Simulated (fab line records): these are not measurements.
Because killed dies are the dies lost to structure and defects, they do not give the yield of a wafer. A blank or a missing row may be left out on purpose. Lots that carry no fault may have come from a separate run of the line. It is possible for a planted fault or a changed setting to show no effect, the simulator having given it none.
2 desks looking at one fault | flow gf180mcu | each desk has only its own numbers; what lay behind them comes last

## THE METROLOGY DESK
Lot by lot, what the gauges showed, no matter which tool ran the lot: averages of those sampled wafers that carry a number. Marked OUT: a lot whose mean sits more than 4 standard deviations from the usual mean, which makes it out of limits; the brackets give that distance.
Columns: A = DNWELL_TW at GF_DNWELL_TW_MEAS_09, usual 1356
lot  | first seen here | A
L196 | day 2 19:06     | 1362
L197 | day 2 23:49     | 1355
L198 | day 3 09:10     | 1353
L200 | day 3 16:45     | 1438 (+9.6) OUT
L202 | day 4 05:34     | 1430 (+8.7) OUT
L208 | day 5 09:42     | 1450 (+11) OUT
L209 | day 5 17:00     | 1363
L210 | day 5 21:45     | 1358
L212 | day 6 06:36     | 1371
L213 | day 6 12:14     | 1351
L214 | day 6 16:40     | 1342
L215 | day 6 23:51     | 1363
L219 | day 7 21:24     | 1350
Per this desk, out of limits: L200, L202, L208; the first was L200, day 3 16:45 (DNWELL_TW at GF_DNWELL_TW_MEAS_09). L196, L197, L198, L209, L210, L212, L213, L214, L215, L219 stayed within limits.

## DESK OF THE TOOL OWNER: implanter-01
For each lot that ran on this tool, the mean over its sampled wafers that have a number, from the tool's own readings at GF_DNWELL_IMPLANT_07. Marked OUT: a lot whose mean sits more than 4 standard deviations from the usual mean, which makes it out of limits; the brackets give that distance.
Columns: A = beamEnergyKeV at GF_DNWELL_IMPLANT_07, usual 1500.0; B = beamOnS at GF_DNWELL_IMPLANT_07, usual 10.02 s; C = faradayCurrentUA at GF_DNWELL_IMPLANT_07, usual 56.3
lot  | first seen here | A      | B                | C
L197 | day 2 23:35     | 1499.6 | 10.08            | 55.9
L200 | day 3 16:31     | 1500.2 | 12.08 (+10) OUT  | 48.4 (-7.2) OUT
L202 | day 4 05:19     | 1499.7 | 11.86 (+9.2) OUT | 49.0 (-6.6) OUT
L208 | day 5 09:27     | 1500.0 | 12.16 (+11) OUT  | 48.2 (-7.4) OUT
This desk finds L200, L202, L208 out of limits, L200 being first, at day 3 16:31 (beamOnS at GF_DNWELL_IMPLANT_07). L197 stayed within limits.

## BROUGHT TOGETHER
An alarm could have come from the tool owner's desk at day 3 16:31, on L200, L202, L208.
The metrology desk could have raised an alarm at day 3 16:45, on L200, L202, L208.
Every lot named ran GF_DNWELL_IMPLANT_07 on implanter-01.

## WHAT HAD BEEN PUT IN BY THE SIMULATOR
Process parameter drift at GF_DNWELL_IMPLANT_07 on implanter-01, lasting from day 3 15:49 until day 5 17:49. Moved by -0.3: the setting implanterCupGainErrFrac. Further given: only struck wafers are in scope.
Struck lots among those shown: L200, L202, L208.
Delay (hours) between the fault's onset and each desk's first out-of-limits reading: 1 at the tool owner's desk, 1 at the metrology desk.
